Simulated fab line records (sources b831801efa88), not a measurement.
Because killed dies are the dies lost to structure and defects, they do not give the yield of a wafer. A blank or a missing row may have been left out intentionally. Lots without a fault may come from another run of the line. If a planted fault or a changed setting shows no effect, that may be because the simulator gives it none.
Which tool did it?    flow gf180mcu    36 wafers from 12 lots sampled at 5 of the route's 602 steps

WHAT EACH GAUGE READ, for each wafer
GF_V4_THK_MEAS_03.
lot   measured      on             V4_CVD_02_THK (nm)
L156  day 24 08:43  film-metro-03  868 867 875
L157  day 24 14:58  film-metro-01  852 840 870
L158  day 24 21:25  film-metro-03  840 856 869
L159  day 25 14:46  film-metro-04  824 834 842
L160  day 26 05:03  film-metro-03  843 859 847
L161  day 26 08:59  film-metro-04  845 849 849
L163  day 27 15:20  film-metro-01  832 844 846
L165  day 27 20:10  film-metro-04  834 846 855
L167  day 28 01:22  film-metro-04  825 838 853
L166  day 28 03:22  film-metro-03  853 844 866
L170  day 29 04:38  film-metro-01  844 835 852
L176  day 30 13:03  film-metro-04  854 876 860

GF_M5_CD_MEAS_07: the cd target is 280 nm.
lot   measured      on         cd-nm (nm)
L156  day 27 02:41  cd-sem-01  279.3 280.2 280.5
L157  day 27 07:26  cd-sem-01  279.4 279.7 278.6
L158  day 27 14:58  cd-sem-01  281.2 281.3 281.5
L159  day 28 05:04  cd-sem-01  280.7 282.3 280.9
L160  day 28 19:59  cd-sem-01  277.4 277.7 278.3
L161  day 28 23:34  cd-sem-02  280.0 278.8 279.7
L163  day 30 03:07  cd-sem-01  279.4 278.3 278.9
L165  day 30 07:58  cd-sem-01  281.1 279.3 280.8
L167  day 30 11:17  cd-sem-01  281.0 279.7 279.8
L166  day 30 14:34  cd-sem-01  279.7 279.7 279.6
L170  day 31 14:20  cd-sem-02  268.8 262.8 268.4
L176  day 32 20:26  cd-sem-01  280.4 280.6 278.6

EACH LOT AND THE TOOL THAT RAN IT (in order: tool; ch and the chambers of the sampled wafers; start)
lot   GF_MIM_CVD_05                    GF_MIM_SPUTTER_07             GF_M5_EXPOSE_04
L156  pecvd-03 ch 0,1,2, day 25 08:42  pvd-sputter-01, day 25 08:48  krf-scanner-02 ch 0, day 26 16:26
L157  pecvd-04 ch 0,1,2, day 25 14:57  pvd-sputter-03, day 25 15:03  krf-scanner-01 ch 0, day 26 22:05
L158  pecvd-01 ch 0,2, day 25 22:39    pvd-sputter-04, day 25 22:44  krf-scanner-02 ch 0, day 27 05:08
L159  pecvd-01 ch 0,1,2, day 26 13:13  pvd-sputter-03, day 26 13:19  krf-scanner-02 ch 0, day 27 19:49
L160  pecvd-04 ch 1,2, day 27 04:03    pvd-sputter-04, day 27 04:09  krf-scanner-01 ch 0, day 28 11:04
L161  pecvd-01 ch 1,2, day 27 08:03    pvd-sputter-03, day 27 08:09  krf-scanner-01 ch 0, day 28 14:19
L163  pecvd-03 ch 1,2, day 28 13:19    pvd-sputter-03, day 28 13:24  krf-scanner-02 ch 0, day 29 18:22
L165  pecvd-03 ch 0,1,2, day 28 18:29  pvd-sputter-03, day 28 18:35  krf-scanner-02 ch 0, day 29 22:40
L167  pecvd-01 ch 1,2, day 28 22:02    pvd-sputter-04, day 28 22:08  krf-scanner-02 ch 0, day 30 02:44
L166  pecvd-03 ch 1,2, day 29 00:38    pvd-sputter-03, day 29 00:44  krf-scanner-02 ch 0, day 30 05:32
L170  pecvd-01 ch 0,2, day 30 02:14    pvd-sputter-03, day 30 02:20  krf-scanner-02 ch 0, day 31 05:22
L176  pecvd-01 ch 0,1,2, day 31 09:49  pvd-sputter-03, day 31 09:55  krf-scanner-01 ch 0, day 32 12:37
- GF_MIM_CVD_05: deposits Si3N4, target thk 42 nm, time 29.086 s.
- GF_MIM_SPUTTER_07: material TiN, target thk 60 nm, time 50 s.
- GF_M5_EXPOSE_04: exposes mask Metal5, target cd 280 nm.

WHAT THE TOOLS THEMSELVES READ (means of the sampled wafers that have a number; where no wafer has one, the mark that the record gives instead)
GF_MIM_CVD_05.
lot   tool      heater-power-w (W)  rf-fwd-power-W (W)
L156  pecvd-03  609                 442.7
L157  pecvd-04  510                 446.4
L158  pecvd-01  646                 443.7
L159  pecvd-01  597                 444.9
L160  pecvd-04  603                 446.3
L161  pecvd-01  564                 446.0
L163  pecvd-03  764                 442.7
L165  pecvd-03  658                 442.5
L167  pecvd-01  569                 444.1
L166  pecvd-03  794                 444.0
L170  pecvd-01  567                 444.0
L176  pecvd-01  599                 445.1

GF_MIM_SPUTTER_07.
lot   tool            throttle-valve-pct (%)
L156  pvd-sputter-01  30.0
L157  pvd-sputter-03  30.4
L158  pvd-sputter-04  30.2
L159  pvd-sputter-03  30.6
L160  pvd-sputter-04  30.3
L161  pvd-sputter-03  29.7
L163  pvd-sputter-03  30.2
L165  pvd-sputter-03  30.3
L167  pvd-sputter-04  30.9
L166  pvd-sputter-03  30.1
L170  pvd-sputter-03  30.0
L176  pvd-sputter-03  30.0

GF_M5_EXPOSE_04.
lot   tool            exposure-dose-mJ-cm2
L156  krf-scanner-02  27.99
L157  krf-scanner-01  27.99
L158  krf-scanner-02  28.02
L159  krf-scanner-02  27.99
L160  krf-scanner-01  27.96
L161  krf-scanner-01  27.95
L163  krf-scanner-02  28.00
L165  krf-scanner-02  28.01
L167  krf-scanner-02  27.99
L166  krf-scanner-02  28.00
L170  krf-scanner-02  27.58
L176  krf-scanner-01  28.21

THE ANSWER, worked out from the rows above alone
Rule: the usual values come from the lots themselves. Put in order of their means at a reading, lots are off if they are a third of the lots or fewer, leave a main group of 4 or more, and stand apart from it by a gap of 3 or more times the standard deviation of the main group's means; of several such gaps the widest counts. A main group whose means are all the same, to the digits that the tables above print for the reading, isn't used. Also off: a lot with no number at a reading for which 4 or more lots have one. Where the step has rows for the other lots, those lots are counted as sound. After the gauges, taken in route order, come the tools' own readings; for these a lot's mean is taken, as printed above. At the first step where some lot is off, the reading lying furthest off is the one used; lots without a number count as furthest.
Off: L170, at GF_M5_CD_MEAS_07 (cd-nm). For the main group the mean is 279.8 nm and the standard deviation 0.97.
A tool fits if, at a process step before that reading, it ran every lot that is off, and no sound lot after the first of them. The gauges at GF_M5_CD_MEAS_07 aren't tried: what is off there is off at GF_M5_EXPOSE_04 too, on other tools, and a gauge's error can't cause that. One fits: krf-scanner-02 at GF_M5_EXPOSE_04. A fault onset in the window from L166 (day 30 05:32, its last sound lot) to L170 (day 31 05:22, its first lot off) fits.
The tool's own readings at GF_M5_EXPOSE_04 bear it out: on the lots that are off they differ by more than 5 times the standard deviation of the sound lots' means. exposure-dose-mJ-cm2 reads 27.58 there against 28.01 on the sound lots.

WHAT THE SIMULATOR HAD PUT IN
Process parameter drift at GF_M5_EXPOSE_04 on krf-scanner-02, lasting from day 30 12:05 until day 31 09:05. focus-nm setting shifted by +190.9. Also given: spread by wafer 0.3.
Lots struck among those shown: L170. This agrees with what the rule above found.
